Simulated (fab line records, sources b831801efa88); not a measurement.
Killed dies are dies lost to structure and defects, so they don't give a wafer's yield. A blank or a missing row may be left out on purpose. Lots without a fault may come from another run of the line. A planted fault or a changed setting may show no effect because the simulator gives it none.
Which tool did it? | flow gf180mcu | 6 lots, 18 wafers sampled, at 3 steps of a route of 602

WHAT THE GAUGES READ, wafer by wafer
GF_PSD_RS_MEAS_14: measures by four-point-probe.
lot  | measured     | on            | NSD_RS (ohm/sq)
L934 | day 15 04:28 | film_metro-01 | 46.15 46.26 46.20
L937 | day 15 21:41 | film_metro-02 | 46.10 46.09 46.05
L940 | day 17 02:41 | film_metro-02 | 46.18 46.13 46.12
L942 | day 17 17:22 | film_metro-04 | 46.13 46.18 46.23
L944 | day 18 13:22 | film_metro-04 | 46.08 46.12 46.10
L947 | day 20 09:17 | film_metro-04 | 41.97 42.02 42.02

WHICH TOOL RAN EACH LOT (tool, then ch and the chambers of the sampled wafers, then the start)
lot  | GF_HV_LDD_ETCHBACK_58              | GF_PSD_RTA_13
L934 | rie_diel-01 ch 1,2,3, day 13 11:13 | rtp_anneal-01 ch 0, day 15 04:22
L937 | rie_diel-01 ch 0,1, day 14 04:02   | rtp_anneal-01 ch 0, day 15 21:35
L940 | rie_diel-02 ch 0,2,3, day 15 06:36 | rtp_anneal-01 ch 0, day 17 02:34
L942 | rie_diel-01 ch 0,2,3, day 15 20:02 | rtp_anneal-01 ch 0, day 17 17:16
L944 | rie_diel-02 ch 0,2,3, day 16 14:14 | rtp_anneal-02 ch 0, day 18 13:16
L947 | rie_diel-03 ch 0,1,2, day 18 10:00 | rtp_anneal-02 ch 0, day 20 09:12
- GF_HV_LDD_ETCHBACK_58: etches Si3N4 in CH3F/O2, stops on SiO2, time 100 s, target depth 90 nm.
- GF_PSD_RTA_13: time 20 s.

THE ANSWER, worked out from the rows above alone
Rule: what is usual is taken from the lots themselves. Put in order of their means at a reading, lots are off if they are a third of the lots or fewer, leave a main group of 4 or more, and stand apart from it by a gap of 3 or more times the standard deviation of the main group's means; of several such gaps the widest counts. A main group whose means are all the same, to the digits that the tables above print for the reading, isn't used. A lot without any number at a reading at which 4 lots or more have one is off too. The other lots that the step has rows for count as sound.
Off: L947, at GF_PSD_RS_MEAS_14 (NSD_RS). The main group: mean 46.14 ohm/sq, standard deviation 0.047.
A tool fits if, at a process step before that reading, it ran every lot that is off, and no sound lot after the first of them. The gauges at GF_PSD_RS_MEAS_14 are tried like those tools. Can't be told from this: 3 tools fit, rie_diel-03 at GF_HV_LDD_ETCHBACK_58, rtp_anneal-02 at GF_PSD_RTA_13, film_metro-04 at GF_PSD_RS_MEAS_14.

WHAT THE SIMULATOR HAD PUT IN
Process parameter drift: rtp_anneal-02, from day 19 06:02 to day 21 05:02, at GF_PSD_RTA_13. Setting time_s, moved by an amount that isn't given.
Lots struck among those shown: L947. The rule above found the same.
